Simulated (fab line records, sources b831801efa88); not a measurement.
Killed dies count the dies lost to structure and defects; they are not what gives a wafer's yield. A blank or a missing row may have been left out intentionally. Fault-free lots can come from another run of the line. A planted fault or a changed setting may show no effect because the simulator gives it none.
fab line records | flow sky130
record lots=13 | wafers=39 | lastDay=50
route steps=708 shown PWDE@49 NWELL@79 VT_ADJUST_HVTP@92 PAD_OPEN@708
lots untouched by any fault: they come from a run of this same line in which no faults occurred
startH: hours from the record's opening day to when the first of the lot's shown wafers began | waitH: how many hours have passed since the lot's step before this one | " the same as in the row above | L1.1+2: one row covering several wafers at once | - value missing, or start not given | * or withheld: withheld | < > ~ a bound
route shown NAME@n: names a module that has steps shown in the file, with the first one's number in the route | usual: mean/standard deviation taken from wafers without a fault | same: alike in all rows | chamber/n: place in a boat | sites: the reading at each site | _std_site: their standard deviation | _edge_site: outer sites' mean less inner sites' | radiusMm: how far each site lies from the wafer's centre | mask NAME#n: copy n | behind: the most recent tool/chamber to have shaped the wafer | hold: the reason the lot was held/the length of the hold in hours/how it ended | device: transistor that didn't switch, given as n, p or np | end of line: at the end of the route, the tests of the same wafers | a step with no rows: only its recipe | killed: not the wafer's yield, but the dies lost to structure and defects at the first sort | map: dies across one wafer; x = killed, . = not, _ = none there
set.NAME: the run value of the setting; set.NAME@STEP: its run value at that earlier step | model.NAME: the simulator's own value behind a step, which no gauge read
steps of the route over a sample of lots; a table a step, a row a wafer
services: when a tool's chamber went out of use (startH, in hours from the record's first day, below 0 if earlier), for how many hours, and the reason
## steps
# step SKY_PWDE_EXPOSE_04
# recipe maskId=PWDEM | na=0.6 | sourceShape=conventional | sigmaOuter=0.6 | polarization=unpolarized | targetCdNm=840 | doseMj=214
lot.wafer  | tool            | chamber | startH | waitH | mask
L564.1+2+4 | ilineStepper-01 | 0       | 81.44  | -     | PWDEM#0
L565.1+2+4 | ilineStepper-01 | 0       | 86.54  | -     | PWDEM#0
L566.1+2+5 | ilineStepper-01 | 0       | 90.34  | -     | PWDEM#0
L567.1+3+4 | ilineStepper-01 | 0       | 95.32  | -     | PWDEM#0
L568.1+5+6 | ilineStepper-01 | 0       | 100.39 | -     | PWDEM#0
L569.2+5+6 | ilineStepper-01 | 0       | 109.63 | -     | PWDEM#0
L571.4+5+6 | ilineStepper-02 | 0       | 120.00 | -     | PWDEM#0
L576.2+3+4 | ilineStepper-01 | 0       | 146.66 | -     | PWDEM_R1#0
L579.3+4+5 | ilineStepper-02 | 0       | 163.55 | -     | PWDEM#0
L580.2+3+6 | ilineStepper-01 | 0       | 169.61 | -     | PWDEM#0
L581.2+3+6 | ilineStepper-01 | 0       | 176.73 | -     | PWDEM#0
L582.4+5+6 | ilineStepper-01 | 0       | 182.27 | -     | PWDEM#0
L583.1+3+4 | ilineStepper-01 | 0       | 189.16 | -     | PWDEM#0
# step SKY_PWDE_OVL_MEAS_07
# usual PWDE_OVL=1.0/2.3
lot.wafer | tool       | chamber | startH | waitH | PWDE_OVL[nm]
L564.1    | overlay-02 | -       | 89.52  | -     | 1.5
L564.2    | "          | -       | "      | "     | 3.4
L564.4    | "          | -       | "      | "     | 1.6
L565.1    | overlay-02 | -       | 94.86  | -     | 4.5
L565.2    | "          | -       | "      | "     | 3.4
L565.4    | "          | -       | "      | "     | 4.0
L566.1    | overlay-02 | -       | 98.84  | -     | 2.9
L566.2    | "          | -       | "      | "     | 3.3
L566.5    | "          | -       | "      | "     | 3.2
L567.1    | overlay-02 | -       | 104.07 | -     | -0.1
L567.3    | "          | -       | "      | "     | -0.9
L567.4    | "          | -       | "      | "     | -1.5
L568.1    | overlay-02 | -       | 108.96 | -     | 3.6
L568.5    | "          | -       | "      | "     | 4.0
L568.6    | "          | -       | "      | "     | 2.7
L569.2    | overlay-02 | -       | 119.00 | -     | 2.0
L569.5    | "          | -       | "      | "     | 0.7
L569.6    | "          | -       | "      | "     | 2.4
L571.4    | overlay-01 | -       | 128.88 | -     | -1.1
L571.5    | "          | -       | "      | "     | 1.1
L571.6    | "          | -       | "      | "     | -0.9
L576.2    | overlay-02 | -       | 156.77 | -     | 4.8
L576.3    | "          | -       | "      | "     | 4.4
L576.4    | "          | -       | "      | "     | 3.1
L579.3    | overlay-01 | -       | 173.03 | -     | -3.3
L579.4    | "          | -       | "      | "     | 0.8
L579.5    | "          | -       | "      | "     | -1.1
L580.2    | overlay-01 | -       | 179.75 | -     | 1.2
L580.3    | "          | -       | "      | "     | -1.4
L580.6    | "          | -       | "      | "     | -1.6
L581.2    | overlay-02 | -       | 186.95 | -     | 3.5
L581.3    | "          | -       | "      | "     | 4.1
L581.6    | "          | -       | "      | "     | 4.2
L582.4    | overlay-01 | -       | 192.68 | -     | 2.6
L582.5    | "          | -       | "      | "     | 3.1
L582.6    | "          | -       | "      | "     | 4.0
L583.1    | overlay-01 | -       | 199.86 | -     | 0.9
L583.3    | "          | -       | "      | "     | 1.0
L583.4    | "          | -       | "      | "     | 2.1
# step SKY_NWELL_TW_MEAS_26
# usual NWELL_2_TW=500/3.8
lot.wafer | tool         | chamber | startH | waitH | NWELL_2_TW
L564.1    | filmMetro-04 | -       | 125.30 | 0.1   | 500
L564.2    | "            | -       | "      | "     | 498
L564.4    | "            | -       | "      | "     | 500
L565.1    | filmMetro-04 | -       | 131.09 | 0.1   | 498
L565.2    | "            | -       | "      | "     | 500
L565.4    | "            | -       | "      | "     | 501
L566.1    | filmMetro-03 | -       | 135.88 | 0.1   | 490
L566.2    | "            | -       | "      | "     | 493
L566.5    | "            | -       | "      | "     | 489
L567.1    | filmMetro-04 | -       | 141.99 | 0.1   | 501
L567.3    | "            | -       | "      | "     | 500
L567.4    | "            | -       | "      | "     | 501
L568.1    | filmMetro-01 | -       | 146.99 | 0.1   | 505
L568.5    | "            | -       | "      | "     | 505
L568.6    | "            | -       | "      | "     | 502
L569.2    | filmMetro-04 | -       | 157.32 | 0.3   | 500
L569.5    | "            | -       | "      | "     | 498
L569.6    | "            | -       | "      | "     | 500
L571.4    | filmMetro-04 | -       | 169.08 | 0.1   | 501
L571.5    | "            | -       | "      | "     | 503
L571.6    | "            | -       | "      | "     | 503
L576.2    | filmMetro-03 | -       | 198.64 | 0.1   | 497
L576.3    | "            | -       | "      | "     | 497
L576.4    | "            | -       | "      | "     | 495
L579.3    | filmMetro-01 | -       | 217.87 | 0.1   | 495
L579.4    | "            | -       | "      | "     | 496
L579.5    | "            | -       | "      | "     | 495
L580.2    | filmMetro-04 | -       | 223.90 | 0.1   | 501
L580.3    | "            | -       | "      | "     | 503
L580.6    | "            | -       | "      | "     | 502
L581.2    | filmMetro-01 | -       | 232.69 | 0.1   | 498
L581.3    | "            | -       | "      | "     | 498
L581.6    | "            | -       | "      | "     | 499
L582.4    | filmMetro-03 | -       | 238.62 | 0.1   | 496
L582.5    | "            | -       | "      | "     | 493
L582.6    | "            | -       | "      | "     | 493
L583.1    | filmMetro-04 | -       | 246.60 | 0.1   | 500
L583.3    | "            | -       | "      | "     | 499
L583.4    | "            | -       | "      | "     | 498
# step SKY_VT_ADJUST_HVTP_CD_MEAS_07
# recipe targetCdNm=380
# usual cdNm=379.6/2.2
lot.wafer | tool     | chamber | startH | waitH | cdNm
L564.1    | cdSem-01 | -       | 143.50 | 0.1   | 379.6
L564.2    | "        | -       | "      | "     | 381.9
L564.4    | "        | -       | "      | "     | 380.5
L565.1    | cdSem-01 | -       | 150.62 | 0.1   | 376.7
L565.2    | "        | -       | "      | "     | 378.5
L565.4    | "        | -       | "      | "     | 377.6
L566.1    | cdSem-02 | -       | 155.52 | 0.1   | 381.5
L566.2    | "        | -       | "      | "     | 383.2
L566.5    | "        | -       | "      | "     | 382.3
L567.1    | cdSem-02 | -       | 162.27 | 0.1   | 380.1
L567.3    | "        | -       | "      | "     | 382.3
L567.4    | "        | -       | "      | "     | 379.4
L568.1    | cdSem-01 | -       | 167.01 | 0.1   | 380.0
L568.5    | "        | -       | "      | "     | 380.7
L568.6    | "        | -       | "      | "     | 380.0
L569.2    | cdSem-01 | -       | 177.34 | 0.1   | 376.9
L569.5    | "        | -       | "      | "     | 377.4
L569.6    | "        | -       | "      | "     | 375.9
L571.4    | cdSem-02 | -       | 190.48 | 0.1   | 379.9
L571.5    | "        | -       | "      | "     | 378.3
L571.6    | "        | -       | "      | "     | 375.7
L576.2    | cdSem-01 | -       | 221.04 | 0.1   | 378.9
L576.3    | "        | -       | "      | "     | 378.4
L576.4    | "        | -       | "      | "     | 378.5
L579.3    | cdSem-02 | -       | 241.21 | 0.1   | 379.4
L579.4    | "        | -       | "      | "     | 376.7
L579.5    | "        | -       | "      | "     | 379.2
L580.2    | cdSem-01 | -       | 247.93 | 0.1   | 379.4
L580.3    | "        | -       | "      | "     | 378.1
L580.6    | "        | -       | "      | "     | 377.6
L581.2    | cdSem-01 | -       | 256.82 | 0.1   | 378.5
L581.3    | "        | -       | "      | "     | 380.1
L581.6    | "        | -       | "      | "     | 379.2
L582.4    | cdSem-02 | -       | 262.71 | 0.1   | 377.6
L582.5    | "        | -       | "      | "     | 378.6
L582.6    | "        | -       | "      | "     | 378.4
L583.1    | cdSem-01 | -       | 270.62 | 0.1   | 379.8
L583.3    | "        | -       | "      | "     | 379.1
L583.4    | "        | -       | "      | "     | 380.5
# step SKY_PAD_OPEN_PROBE_99
# usual killed_at_M0_to_M3=43/7.7 | killed_at_M4_up=3.0/1.7 | killedAtContacts=24/5.2 | killedAtFrontEnd=15/4.5 | killedAtOther=0.3/0.5 | killedDies=85/9.5 | killedOnRim=17/4 | killedOpen=47/6.6 | killedShort=38/6.6
# same grossDies=492 | killedAtBackSide=0
lot.wafer | tool      | chamber | startH  | waitH | killed_at_M0_to_M3 | killed_at_M4_up | killedAtContacts | killedAtFrontEnd | killedAtOther | killedDies | killedOnRim | killedOpen | killedShort
L565.1    | prober-01 | -       | 1109.87 | 0.1   | 46                 | 2               | 12               | 11               | 0             | 71         | 20          | 43         | 28
L565.2    | prober-01 | -       | 1109.92 | 0.1   | 38                 | 3               | 22               | 11               | 0             | 74         | 15          | 41         | 33
L565.4    | prober-01 | -       | 1110.02 | 0.2   | 36                 | 5               | 17               | 12               | 0             | 70         | 8           | 37         | 33
L564.1    | prober-02 | -       | 1111.07 | 0.1   | 40                 | 1               | 21               | 17               | 0             | 79         | 16          | 44         | 35
L564.2    | prober-02 | -       | 1111.12 | 0.1   | 47                 | 3               | 21               | 9                | 0             | 80         | 15          | 46         | 34
L564.4    | prober-02 | -       | 1111.22 | 0.2   | 48                 | 3               | 19               | 11               | 0             | 81         | 19          | 41         | 40
L566.1    | prober-01 | -       | 1111.39 | 0.1   | 35                 | 0               | 19               | 21               | 0             | 75         | 15          | 39         | 36
L566.2    | prober-01 | -       | 1111.44 | 0.1   | 39                 | 2               | 18               | 19               | 0             | 78         | 15          | 42         | 36
L566.5    | prober-01 | -       | 1111.59 | 0.2   | 40                 | 2               | 36               | 13               | 0             | 91         | 13          | 50         | 41
L567.1    | prober-02 | -       | 1112.57 | 0.1   | 32                 | 5               | 27               | 13               | 0             | 77         | 14          | 45         | 32
L567.3    | prober-02 | -       | 1112.67 | 0.2   | 48                 | 4               | 24               | 16               | 0             | 92         | 16          | 47         | 45
L567.4    | prober-02 | -       | 1112.72 | 0.2   | 29                 | 2               | 22               | 15               | 1             | 69         | 10          | 43         | 26
L568.1    | prober-01 | -       | 1122.53 | 0.1   | 30                 | 5               | 19               | 13               | 0             | 67         | 14          | 40         | 27
L568.5    | prober-01 | -       | 1122.73 | 0.2   | 32                 | 4               | 26               | 18               | 0             | 80         | 9           | 35         | 45
L568.6    | prober-01 | -       | 1122.78 | 0.2   | 38                 | 3               | 26               | 13               | 0             | 80         | 23          | 51         | 29
L569.2    | prober-02 | -       | 1128.30 | 0.1   | 40                 | 3               | 16               | 15               | 1             | 75         | 18          | 46         | 29
L569.5    | prober-02 | -       | 1128.45 | 0.2   | 40                 | 3               | 27               | 23               | 0             | 93         | 21          | 52         | 41
L569.6    | prober-02 | -       | 1128.50 | 0.2   | 45                 | 2               | 19               | 13               | 0             | 79         | 15          | 52         | 27
L571.4    | prober-01 | -       | 1134.99 | 0.2   | 49                 | 2               | 32               | 15               | 2             | 100        | 25          | 62         | 38
L571.5    | prober-01 | -       | 1135.04 | 0.2   | 58                 | 4               | 32               | 11               | 1             | 106        | 18          | 63         | 43
L571.6    | prober-01 | -       | 1135.09 | 0.2   | 48                 | 2               | 33               | 11               | 1             | 95         | 18          | 53         | 42
L576.2    | prober-02 | -       | 1174.16 | 0.1   | 38                 | 5               | 24               | 9                | 0             | 76         | 13          | 37         | 39
L576.3    | prober-02 | -       | 1174.21 | 0.2   | 43                 | 3               | 15               | 17               | 0             | 78         | 10          | 37         | 41
L576.4    | prober-02 | -       | 1174.26 | 0.2   | 42                 | 6               | 18               | 18               | 0             | 84         | 16          | 50         | 34
L579.3    | prober-01 | -       | 1176.39 | 0.2   | 36                 | 3               | 18               | 17               | 0             | 74         | 12          | 34         | 40
L579.4    | prober-01 | -       | 1176.44 | 0.2   | 49                 | 4               | 25               | 15               | 0             | 93         | 16          | 51         | 42
L579.5    | prober-01 | -       | 1176.49 | 0.2   | 39                 | 1               | 22               | 19               | 0             | 81         | 15          | 47         | 34
L580.2    | prober-01 | -       | 1182.98 | 0.1   | 54                 | 2               | 34               | 11               | 0             | 101        | 22          | 56         | 45
L580.3    | prober-01 | -       | 1183.03 | 0.2   | 47                 | 5               | 28               | 9                | 0             | 89         | 14          | 48         | 41
L580.6    | prober-01 | -       | 1183.18 | 0.2   | 41                 | 4               | 28               | 13               | 0             | 86         | 20          | 47         | 39
L581.2    | prober-02 | -       | 1188.26 | 0.1   | 42                 | 3               | 16               | 15               | 2             | 78         | 19          | 44         | 34
L581.3    | prober-02 | -       | 1188.31 | 0.2   | 54                 | 3               | 28               | 15               | 0             | 100        | 19          | 61         | 39
L581.6    | prober-02 | -       | 1188.46 | 0.2   | 51                 | 2               | 26               | 14               | 0             | 93         | 18          | 49         | 44
L582.4    | prober-01 | -       | 1193.19 | 0.2   | 67                 | 3               | 21               | 13               | 0             | 104        | 16          | 51         | 53
L582.5    | prober-01 | -       | 1193.24 | 0.2   | 50                 | 7               | 25               | 5                | 1             | 88         | 17          | 50         | 38
L582.6    | prober-01 | -       | 1193.29 | 0.2   | 42                 | 2               | 37               | 16               | 0             | 97         | 20          | 53         | 44
L583.1    | prober-02 | -       | 1194.54 | 0.1   | 51                 | 4               | 18               | 13               | 0             | 86         | 19          | 50         | 36
L583.3    | prober-02 | -       | 1194.64 | 0.2   | 39                 | 2               | 22               | 26               | 0             | 89         | 13          | 37         | 52
L583.4    | prober-02 | -       | 1194.69 | 0.2   | 46                 | 3               | 19               | 20               | 1             | 89         | 18          | 52         | 37
# killed by level:class
L565.1 VIA1:geometricParticle:open=11 VIA3:geometricParticle:open=9 FIELD_ISO:geometricParticle:open=6 METAL1:geometricParticle:short=5 VIA1:geometricParticle:short=5 LI_CONTACT:geometricParticle:open=4 LI_CONTACT:geometricParticle:short=3 CONTACT:geometricParticle:open=3
L565.2 VIA1:geometricParticle:open=10 LI_CONTACT:geometricParticle:open=7 CONTACT:geometricParticle:open=7 VIA1:geometricParticle:short=6 VIA2:geometricParticle:open=6 VIA3:geometricParticle:open=5 POLY_GATE:geometricParticle:short=4 LOCAL_INTERCONNECT:geometricParticle:short=4
L565.4 CONTACT:geometricParticle:open=9 VIA1:geometricParticle:short=7 VIA3:geometricParticle:open=7 VIA1:geometricParticle:open=5 METAL4:geometricParticle:short=5 FIELD_ISO:geometricParticle:open=4 LI_CONTACT:geometricParticle:open=3 POLY_GATE:geometricParticle:short=3
L564.1 VIA1:geometricParticle:open=12 CONTACT:geometricParticle:open=11 POLY_GATE:geometricParticle:short=8 METAL2:geometricParticle:short=6 VIA2:geometricParticle:open=6 POLY_GATE:geometricParticle:open=4 LI_CONTACT:geometricParticle:open=4 VIA1:geometricParticle:short=4
L564.2 CONTACT:geometricParticle:open=10 VIA1:geometricParticle:open=9 VIA2:geometricParticle:open=7 VIA3:geometricParticle:open=6 POLY_GATE:geometricParticle:open=4 CONTACT:geometricParticle:short=4 METAL1:geometricParticle:short=4 VIA1:geometricParticle:short=4
L564.4 VIA1:geometricParticle:open=13 CONTACT:geometricParticle:open=8 METAL1:geometricParticle:short=8 METAL2:geometricParticle:short=7 POLY_GATE:geometricParticle:open=5 VIA3:geometricParticle:short=5 CONTACT:geometricParticle:short=4 VIA3:geometricParticle:open=4
L566.1 VIA1:geometricParticle:open=10 POLY_GATE:geometricParticle:short=8 LI_CONTACT:geometricParticle:open=6 CONTACT:geometricParticle:short=6 FIELD_ISO:geometricParticle:short=4 CONTACT:geometricParticle:open=4 VIA2:geometricParticle:short=4 VIA2:geometricParticle:open=4
L566.2 VIA2:geometricParticle:open=7 FIELD_ISO:geometricParticle:open=6 CONTACT:geometricParticle:open=6 CONTACT:geometricParticle:short=6 VIA1:geometricParticle:open=6 METAL2:geometricParticle:short=6 VIA3:geometricParticle:open=6 SPACER:geometricParticle:open=4
L566.5 VIA1:geometricParticle:open=11 CONTACT:geometricParticle:open=10 CONTACT:geometricParticle:short=10 LI_CONTACT:geometricParticle:open=7 VIA2:geometricParticle:open=7 POLY_GATE:geometricParticle:open=6 LI_CONTACT:geometricParticle:short=6 VIA1:geometricParticle:short=5
L567.1 CONTACT:geometricParticle:open=10 VIA3:geometricParticle:open=7 CONTACT:geometricParticle:short=7 VIA1:geometricParticle:open=6 LI_CONTACT:geometricParticle:open=5 POLY_GATE:geometricParticle:open=4 METAL4:geometricParticle:short=4 METAL2:geometricParticle:short=4
L567.3 VIA1:geometricParticle:open=11 CONTACT:geometricParticle:open=8 VIA2:geometricParticle:open=6 CONTACT:geometricParticle:short=6 METAL1:geometricParticle:short=6 LI_CONTACT:geometricParticle:open=5 METAL3:geometricParticle:short=5 VIA1:geometricParticle:short=5
L567.4 CONTACT:geometricParticle:open=9 VIA1:geometricParticle:open=8 VIA3:geometricParticle:open=8 CONTACT:geometricParticle:short=5 FIELD_ISO:geometricParticle:short=4 LI_CONTACT:geometricParticle:open=4 SPACER:geometricParticle:open=3 METAL1:geometricParticle:short=3
L568.1 VIA1:geometricParticle:open=10 CONTACT:geometricParticle:open=9 VIA2:geometricParticle:open=6 FIELD_ISO:geometricParticle:open=5 METAL2:geometricParticle:short=5 LI_CONTACT:geometricParticle:short=4 POLY_GATE:geometricParticle:short=3 CONTACT:geometricParticle:short=3
L568.5 VIA1:geometricParticle:open=11 CONTACT:geometricParticle:short=10 CONTACT:geometricParticle:open=7 METAL2:geometricParticle:short=6 FIELD_ISO:geometricParticle:open=5 FIELD_ISO:geometricParticle:short=5 METAL4:geometricParticle:short=4 POLY_GATE:geometricParticle:open=4
L568.6 VIA1:geometricParticle:open=15 CONTACT:geometricParticle:open=11 METAL2:geometricParticle:short=7 LI_CONTACT:geometricParticle:open=6 VIA2:geometricParticle:open=5 POLY_GATE:geometricParticle:open=5 LI_CONTACT:geometricParticle:short=4 CONTACT:geometricParticle:short=3
L569.2 METAL1:geometricParticle:short=9 VIA1:geometricParticle:open=9 CONTACT:geometricParticle:open=7 VIA2:geometricParticle:open=5 FIELD_ISO:geometricParticle:open=4 CONTACT:geometricParticle:short=4 METAL1:geometricParticle:open=4 METAL2:geometricParticle:short=4
L569.5 VIA1:geometricParticle:open=11 CONTACT:geometricParticle:open=9 POLY_GATE:geometricParticle:short=8 LI_CONTACT:geometricParticle:open=8 METAL2:geometricParticle:short=7 VIA3:geometricParticle:open=7 POLY_GATE:geometricParticle:open=6 FIELD_ISO:geometricParticle:open=5
L569.6 VIA1:geometricParticle:open=15 CONTACT:geometricParticle:open=9 VIA3:geometricParticle:open=9 FIELD_ISO:geometricParticle:open=7 LI_CONTACT:geometricParticle:open=5 METAL1:geometricParticle:short=5 VIA1:geometricParticle:short=4 METAL2:geometricParticle:short=4
L571.4 VIA1:geometricParticle:open=15 CONTACT:geometricParticle:open=12 LI_CONTACT:geometricParticle:open=11 METAL1:geometricParticle:short=7 CONTACT:geometricParticle:short=6 VIA2:geometricParticle:open=6 VIA1:geometricParticle:short=5 POLY_GATE:geometricParticle:open=4
L571.5 VIA1:geometricParticle:open=17 CONTACT:geometricParticle:open=10 VIA2:geometricParticle:open=9 LOCAL_INTERCONNECT:geometricParticle:short=8 VIA3:geometricParticle:open=8 LI_CONTACT:geometricParticle:open=7 METAL2:geometricParticle:short=7 CONTACT:geometricParticle:short=4
L571.6 CONTACT:geometricParticle:open=13 LI_CONTACT:geometricParticle:open=10 VIA2:geometricParticle:open=9 VIA1:geometricParticle:open=6 METAL1:geometricParticle:short=6 VIA1:geometricParticle:short=6 CONTACT:geometricParticle:short=5 VIA3:geometricParticle:open=5
L576.2 LOCAL_INTERCONNECT:geometricParticle:short=8 CONTACT:geometricParticle:open=8 METAL2:geometricParticle:short=6 VIA3:geometricParticle:open=6 VIA1:geometricParticle:open=5 LI_CONTACT:geometricParticle:open=4 VIA2:geometricParticle:open=4 VIA3:geometricParticle:short=4
L576.3 VIA2:geometricParticle:open=9 METAL2:geometricParticle:short=6 LOCAL_INTERCONNECT:geometricParticle:short=5 METAL1:geometricParticle:short=5 VIA1:geometricParticle:open=5 VIA3:geometricParticle:open=5 FIELD_ISO:geometricParticle:open=4 LI_CONTACT:geometricParticle:short=4
L576.4 VIA1:geometricParticle:open=12 VIA2:geometricParticle:open=9 VIA3:geometricParticle:open=8 LI_CONTACT:geometricParticle:open=6 POLY_GATE:geometricParticle:short=5 CONTACT:geometricParticle:open=5 METAL4:geometricParticle:short=5 METAL2:geometricParticle:short=4
L579.3 CONTACT:geometricParticle:open=9 VIA1:geometricParticle:open=8 LOCAL_INTERCONNECT:geometricParticle:short=7 METAL1:geometricParticle:short=7 FIELD_ISO:geometricParticle:open=5 VIA2:geometricParticle:open=5 POLY_GATE:geometricParticle:short=4 METAL2:geometricParticle:short=4
L579.4 VIA1:geometricParticle:open=14 CONTACT:geometricParticle:open=9 POLY_GATE:geometricParticle:short=6 VIA2:geometricParticle:open=6 POLY_GATE:geometricParticle:open=5 LI_CONTACT:geometricParticle:open=5 LOCAL_INTERCONNECT:geometricParticle:short=5 METAL1:geometricParticle:short=5
L579.5 CONTACT:geometricParticle:open=9 VIA1:geometricParticle:open=9 POLY_GATE:geometricParticle:open=7 VIA2:geometricParticle:open=6 LI_CONTACT:geometricParticle:open=5 METAL2:geometricParticle:short=5 VIA3:geometricParticle:open=5 CONTACT:geometricParticle:short=4
L580.2 CONTACT:geometricParticle:open=16 LI_CONTACT:geometricParticle:open=11 VIA1:geometricParticle:open=10 METAL1:geometricParticle:short=9 VIA1:geometricParticle:short=7 METAL2:geometricParticle:short=6 VIA2:geometricParticle:open=6 POLY_GATE:geometricParticle:short=4
L580.3 LI_CONTACT:geometricParticle:open=10 VIA1:geometricParticle:open=9 VIA1:geometricParticle:short=9 VIA3:geometricParticle:open=8 CONTACT:geometricParticle:open=7 CONTACT:geometricParticle:short=7 METAL1:geometricParticle:short=5 POLY_GATE:geometricParticle:open=4
L580.6 VIA1:geometricParticle:open=11 CONTACT:geometricParticle:open=9 LOCAL_INTERCONNECT:geometricParticle:short=8 VIA2:geometricParticle:open=6 LI_CONTACT:geometricParticle:open=6 FIELD_ISO:geometricParticle:short=4 VIA1:geometricParticle:short=4 VIA2:geometricParticle:short=4
L581.2 VIA1:geometricParticle:open=12 CONTACT:geometricParticle:open=7 METAL1:geometricParticle:short=7 FIELD_ISO:geometricParticle:short=6 VIA2:geometricParticle:open=6 FIELD_ISO:geometricParticle:open=5 METAL3:geometricParticle:short=5 CONTACT:geometricParticle:short=4
L581.3 VIA1:geometricParticle:open=17 CONTACT:geometricParticle:open=12 METAL2:geometricParticle:short=7 CONTACT:geometricParticle:short=6 VIA2:geometricParticle:open=6 VIA3:geometricParticle:short=6 LOCAL_INTERCONNECT:geometricParticle:short=4 POLY_GATE:geometricParticle:open=4
L581.6 LI_CONTACT:geometricParticle:open=12 VIA1:geometricParticle:open=10 VIA1:geometricParticle:short=9 CONTACT:geometricParticle:open=8 METAL1:geometricParticle:short=8 FIELD_ISO:geometricParticle:short=7 VIA3:geometricParticle:open=7 VIA2:geometricParticle:open=5
L582.4 VIA1:geometricParticle:open=14 METAL2:geometricParticle:short=9 LI_CONTACT:geometricParticle:open=7 VIA2:geometricParticle:open=7 POLY_GATE:geometricParticle:short=6 METAL1:geometricParticle:short=6 VIA2:geometricParticle:short=6 VIA3:geometricParticle:open=6
L582.5 CONTACT:geometricParticle:open=11 VIA1:geometricParticle:open=9 VIA2:geometricParticle:open=8 VIA3:geometricParticle:open=7 METAL1:geometricParticle:short=5 LI_CONTACT:geometricParticle:open=5 VIA1:geometricParticle:short=5 METAL2:geometricParticle:short=5
L582.6 LI_CONTACT:geometricParticle:open=13 CONTACT:geometricParticle:open=10 VIA3:geometricParticle:open=9 LOCAL_INTERCONNECT:geometricParticle:short=7 VIA1:geometricParticle:open=7 METAL2:geometricParticle:short=7 CONTACT:geometricParticle:short=5 METAL1:geometricParticle:short=5
L583.1 VIA1:geometricParticle:open=14 LI_CONTACT:geometricParticle:open=8 VIA3:geometricParticle:open=7 METAL2:geometricParticle:short=6 METAL1:geometricParticle:short=6 VIA1:geometricParticle:short=5 FIELD_ISO:geometricParticle:short=4 POLY_GATE:geometricParticle:open=4
L583.3 METAL2:geometricParticle:short=9 METAL1:geometricParticle:short=8 FIELD_ISO:geometricParticle:short=7 POLY_GATE:geometricParticle:open=6 CONTACT:geometricParticle:open=6 VIA1:geometricParticle:short=5 VIA1:geometricParticle:open=5 LI_CONTACT:geometricParticle:short=4
L583.4 VIA1:geometricParticle:open=11 CONTACT:geometricParticle:open=9 VIA2:geometricParticle:open=8 POLY_GATE:geometricParticle:open=6 SPACER:geometricParticle:short=6 LI_CONTACT:geometricParticle:open=6 METAL1:geometricParticle:short=5 METAL2:geometricParticle:short=5
## services
tool            | chamber | startH | hours | kind
ilineStepper-01 | -       | 105.94 | 2.1   | pm
ilineStepper-01 | -       | 108.03 | -     | consumableReplace:lamp
ilineStepper-01 | -       | 121.70 | 1.7   | pm
## key
firstSign step=SKY_PWDE_EXPOSE_04 | reading=mask | direction=changed
effect none on later readings
metAt SKY_PWDE_EXPOSE_04
struckLots L576
testerLeftOut L576
notActingAt SKY_PWDE_OVL_MEAS_07,SKY_NWELL_TW_MEAS_26,SKY_VT_ADJUST_HVTP_CD_MEAS_07
onsetBetween 109.63 146.66
fault kind=wrongMask | tool=any | chamber=- | onsetH=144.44 | steps=SKY_PWDE_EXPOSE_04 | auxCopy=PWDEM_R1#0 | cdOffsetNm=59 | scope=struckLotsOnly
# testerLeftOut: of these lots the tester's yield and bins aren't shown, on N5 and GAA mostly nor the transistor test; their killed dies are dies lost to structure and defects alone, not to doping, threshold or leakage, so they don't give the yield
